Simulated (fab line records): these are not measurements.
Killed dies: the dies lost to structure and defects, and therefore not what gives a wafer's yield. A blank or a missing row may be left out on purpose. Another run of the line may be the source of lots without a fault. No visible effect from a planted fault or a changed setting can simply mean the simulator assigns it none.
fab line records | flow sky130 | part 2 of 2: steps 25 to 36 of 36
[record] lots = 5 wafers = 15 last-day = 50
route steps=708 shown VT_ADJUST_HVTR@136 VT_ADJUST_PCH@143 SONOS_TUNNEL@154 SONOS_ONO@168
lots that met no fault: from a run of the same line without faults
start-h: hours from the record's first day to the start of the lot's first wafer shown | wait-h: how many hours have passed since the lot's step before this one | " identical to the entry in the row above | L1.1+2: a single row standing in for several wafers | - no value, or no start was given | * or withheld: withheld | < > ~ a bound
route shown NAME@n: a module of which the file shows steps, and the number in the route of the first | usual: mean and standard deviation over wafers with no fault | same: alike in all rows | chamber/n: place in a boat | sites: readings site by site | _std_site: standard deviation across them | _edge_site: mean of outer sites minus mean of inner sites | radius-mm: how far each site lies from the wafer's centre | mask NAME#n: copy n | behind: the tool/chamber that last shaped the wafer | hold: why the lot was held/for how many hours/how that ended | device: the n, p or np transistor that did not switch | end of line: tests run on the same wafers once the route is complete | a step given without rows: its recipe and nothing more | killed: the dies lost at the first sort to structure and to defects; this is not the yield of the wafer | map: a wafer's dies, x killed, . not, _ none there
set.NAME: the setting the step ran with; set.NAME@STEP: the setting that earlier step ran with | model.NAME: the simulator's own value behind a step, which no gauge read
lots seen at some steps along the route; tables by step, rows by wafer
services: from which hour (start-h, from the record's first day; less than 0 if before it) a tool's chamber was out of use, for how many hours, and why
[[steps]]
[step SKY_SONOS_TUNNEL_DEVELOP_06]
[recipe] resist = NOVOLAK developer = TMAH develop-time-s = 60 dev-temp-c = 23
[usual] resist-line-temp-C = 22.98/0.12
// columns lot.wafer tool chamber start-h wait-h resist-line-temp-C
L074.1 litho-track-02 0 252.99 0.1 23.08
L074.2 " 0 " " 23.10
L074.4 " 0 " " 23.02
L076.3 litho-track-04 0 281.38 0.1 23.01
L076.4 " 0 " " 22.89
L076.6 " 0 " " 23.07
L079.1 litho-track-04 0 294.63 0.1 22.99
L079.3 " 0 " " 22.88
L079.4 " 0 " " 22.95
L090.2 litho-track-04 0 373.50 0.1 23.17
L090.4 " 0 " " 23.02
L090.6 " 0 " " 23.04
L094.3 litho-track-02 0 409.79 0.1 22.79
L094.4 " 0 " " 22.94
L094.6 " 0 " " 22.89
[step SKY_SONOS_TUNNEL_CD_MEAS_07]
[recipe] target-cd-nm = 410
[usual] cd-nm = 410.0/2.3
// columns lot.wafer tool chamber start-h wait-h cd-nm
L074.1 cd-sem-01 - 253.14 0.1 410.4
L074.2 " - " " 410.6
L074.4 " - " " 410.4
L076.3 cd-sem-01 - 281.52 0.1 410.5
L076.4 " - " " 406.4
L076.6 " - " " 409.1
L079.1 cd-sem-02 - 294.78 0.1 410.5
L079.3 " - " " 411.5
L079.4 " - " " 412.7
L090.2 cd-sem-01 - 373.65 0.1 409.7
L090.4 " - " " 409.2
L090.6 " - " " 408.6
L094.3 cd-sem-02 - 409.93 0.1 410.9
L094.4 " - " " 410.0
L094.6 " - " " 412.0
[step SKY_SONOS_TUNNEL_OVL_MEAS_08]
[usual] SONOS_TUNNEL_OVL = 0.4/1.3
// columns lot.wafer tool chamber start-h wait-h SONOS_TUNNEL_OVL[nm]
L074.1 overlay-02 - 253.26 0.1 -1.6
L074.2 " - " " 0.3
L074.4 " - " " 1.1
L076.3 overlay-02 - 281.61 0.1 1.3
L076.4 " - " " 1.0
L076.6 " - " " -0.1
L079.1 overlay-01 - 294.90 0.1 1.7
L079.3 " - " " -2.2
L079.4 " - " " -0.2
L090.2 overlay-01 - 373.75 0.1 2.4
L090.4 " - " " 1.4
L090.6 " - " " 1.8
L094.3 overlay-02 - 410.02 0.1 -0.7
L094.4 " - " " -2.0
L094.6 " - " " -1.2
[step SKY_SONOS_TUNNEL_IMPLANT_09]
[recipe] species = B energy-kev = 20 dose-cm2 = 1e+12 tilt-deg = withheld
[usual] faraday-current-uA = 5.65/0.11
// columns lot.wafer tool chamber start-h wait-h faraday-current-uA
L074.1 implanter-01 0 253.30 0.0 5.78
L074.2 " 0 " " 5.75
L074.4 " 0 " " 5.69
L076.3 implanter-03 0 281.68 0.1 5.81
L076.4 " 0 " " 5.79
L076.6 " 0 " " 5.51
L079.1 implanter-03 0 294.93 0.0 5.59
L079.3 " 0 " " 5.68
L079.4 " 0 " " 5.64
L090.2 implanter-02 0 373.81 0.0 5.45
L090.4 " 0 " " 5.68
L090.6 " 0 " " 5.77
L094.3 implanter-02 0 410.10 0.1 5.47
L094.4 " 0 " " 5.80
L094.6 " 0 " " 5.62
[step SKY_SONOS_TUNNEL_WET_ETCH_10]
[recipe] chemistry = dHF target-depth-nm = 14 target = SiO2 dilution = 100:1 temp-c = 25 time-s = 280
// columns lot.wafer tool chamber start-h wait-h
L074.1+2+4 wet-bench-01 3 253.45 0.1
L076.3+4+6 wet-bench-03 0 281.78 0.1
L079.1+3+4 wet-bench-01 3 295.08 0.1
L090.2+4+6 wet-bench-03 2 373.93 0.1
L094.3+4+6 wet-bench-04 1 410.20 0.1
[step SKY_SONOS_TUNNEL_STRIP_11]
[recipe] chemistry = SPM time-s = 600 temp-c = 130
// columns lot.wafer tool chamber start-h wait-h
L074.1+2+4 wet-bench-03 3 253.53 0.0
L076.3+4+6 wet-bench-01 3 281.87 0.0
L079.1+3+4 wet-bench-04 3 295.17 0.0
L090.2+4+6 wet-bench-01 1 374.02 0.0
L094.3+4+6 wet-bench-03 3 410.28 0.0
[step SKY_SONOS_TUNNEL_TW_MEAS_12]
[usual] SONOS_TUNNEL_TW = 194.8/0.81
// columns lot.wafer tool chamber start-h wait-h SONOS_TUNNEL_TW
L074.1 film-metro-04 - 253.71 0.0 193.8
L074.2 " - " " 193.8
L074.4 " - " " 193.4
L076.3 film-metro-02 - 282.07 0.0 195.1
L076.4 " - " " 194.3
L076.6 " - " " 194.6
L079.1 film-metro-03 - 295.35 0.0 195.0
L079.3 " - " " 194.3
L079.4 " - " " 194.5
L090.2 film-metro-02 - 374.21 0.0 194.0
L090.4 " - " " 193.3
L090.6 " - " " 193.9
L094.3 film-metro-02 - 410.49 0.0 195.6
L094.4 " - " " 194.4
L094.6 " - " " 195.8
[step SKY_SONOS_TUNNEL_CLEAN_13]
[recipe] chemistry = dHF time-s = 20 dilution = 100:1 dry = ipa-marangoni
// columns lot.wafer tool chamber start-h wait-h
L074.1+2+4 wet-bench-01 2 253.77 0.1
L076.3+4+6 wet-bench-03 3 282.11 0.0
L079.1+3+4 wet-bench-03 2 295.41 0.1
L090.2+4+6 wet-bench-04 2 374.26 0.0
L094.3+4+6 wet-bench-01 3 410.53 0.0
[step SKY_SONOS_ONO_OXIDATION_00]
[recipe] temp-c = 800 ambient = O2 idle-temp-c = 700 ramp-up-c-per-min = 10 ramp-down-c-per-min = 3 stabilise-s = 600 purge-s = 300 target-thk-a = 26 ox-time-s = 1249
// columns lot.wafer tool chamber start-h wait-h
L074.1+2+4 furnace-02 0 253.78 0.0
L076.3+4+6 furnace-02 0 282.93 0.8
L079.1+3+4 furnace-01 0 296.09 0.7
L090.2+4+6 furnace-01 0 379.64 5.4
L094.3+4+6 furnace-01 0 417.61 7.1
[step SKY_SONOS_ONO_THK_MEAS_01]
[recipe] reads = SiO2_of_SONOS_ONO_OXIDATION_00
[usual] SONOS_ONO_OXIDATION_THK = 2.62/0.056
// columns lot.wafer tool chamber start-h wait-h SONOS_ONO_OXIDATION_THK[nm]
L074.1 film-metro-03 - 255.13 0.0 2.66
L074.2 " - " " 2.60
L074.4 " - " " 2.61
L076.3 film-metro-01 - 284.30 0.0 2.64
L076.4 " - " " 2.66
L076.6 " - " " 2.69
L079.1 film-metro-03 - 297.43 0.0 2.62
L079.3 " - " " 2.60
L079.4 " - " " 2.65
L090.2 film-metro-01 - 381.00 0.0 2.57
L090.4 " - " " 2.52
L090.6 " - " " 2.56
L094.3 film-metro-02 - 418.98 0.0 2.67
L094.4 " - " " 2.75
L094.6 " - " " 2.70
[step SKY_SONOS_ONO_CVD_02]
[recipe] material = Si3N4 precursor = DCS/NH3 target-thk-nm = 10.5 temp-c = 770 time-s = 180 pressure-mtorr = 250
// columns lot.wafer tool chamber start-h wait-h
L074.1+2+4 lpcvd-02 0 255.69 0.5
L076.3+4+6 lpcvd-02 0 284.78 0.5
L079.1+3+4 lpcvd-02 0 299.53 2.1
L090.2+4+6 lpcvd-02 1 381.05 0.0
L094.3+4+6 lpcvd-02 1 422.58 3.6
[step SKY_SONOS_ONO_THK_MEAS_03]
[recipe] reads = Si3N4_of_SONOS_ONO_CVD_02
[usual] SONOS_ONO_CVD_02_THK = 10.52/0.12
// columns lot.wafer tool chamber start-h wait-h SONOS_ONO_CVD_02_THK[nm]
L074.1 film-metro-01 - 256.74 0.0 10.51
L074.2 " - " " 10.52
L074.4 " - " " 10.52
L076.3 film-metro-01 - 285.85 0.0 10.22
L076.4 " - " " 10.44
L076.6 " - " " 10.36
L079.1 film-metro-01 - 300.58 0.0 10.43
L079.3 " - " " 10.57
L079.4 " - " " 10.53
L090.2 film-metro-02 - 382.11 0.0 10.50
L090.4 " - " " 10.38
L090.6 " - " " 10.59
L094.3 film-metro-01 - 424.18 0.0 10.45
L094.4 " - " " 10.68
L094.6 " - " " 10.59
[[services]]
// columns tool chamber start-h hours kind
implanter-01 - 188.03 0.9 repair
lpcvd-02 - 194.69 0.7 repair
implanter-02 - 197.42 2.1 repair
implanter-01 - 204.37 0.5 repair
iline-stepper-01 - 220.87 4.4 pm
iline-stepper-02 - 228.51 20.8 repair
furnace-01 - 229.62 5.3 repair
implanter-03 - 241.00 1.8 repair
implanter-01 - 248.10 2.3 repair
iline-stepper-02 - 254.03 1.7 pm
furnace-02 - 256.64 2.5 pm
plasma-asher-04 - 260.05 2.1 repair
wet-bench-03 - 260.93 19.9 repair
implanter-03 - 263.39 1.2 repair
iline-stepper-01 - 265.24 6.6 repair
implanter-01 - 265.62 8.4 repair
plasma-asher-04 - 279.58 28.1 pm
iline-stepper-02 - 297.89 3.7 repair
implanter-02 - 301.66 3.0 repair
wet-bench-04 - 318.04 1.6 repair
iline-stepper-01 - 324.09 1.7 pm
furnace-01 - 324.46 2.8 pm
lpcvd-02 - 395.74 1.1 repair
plasma-asher-01 - 421.25 9.0 pm
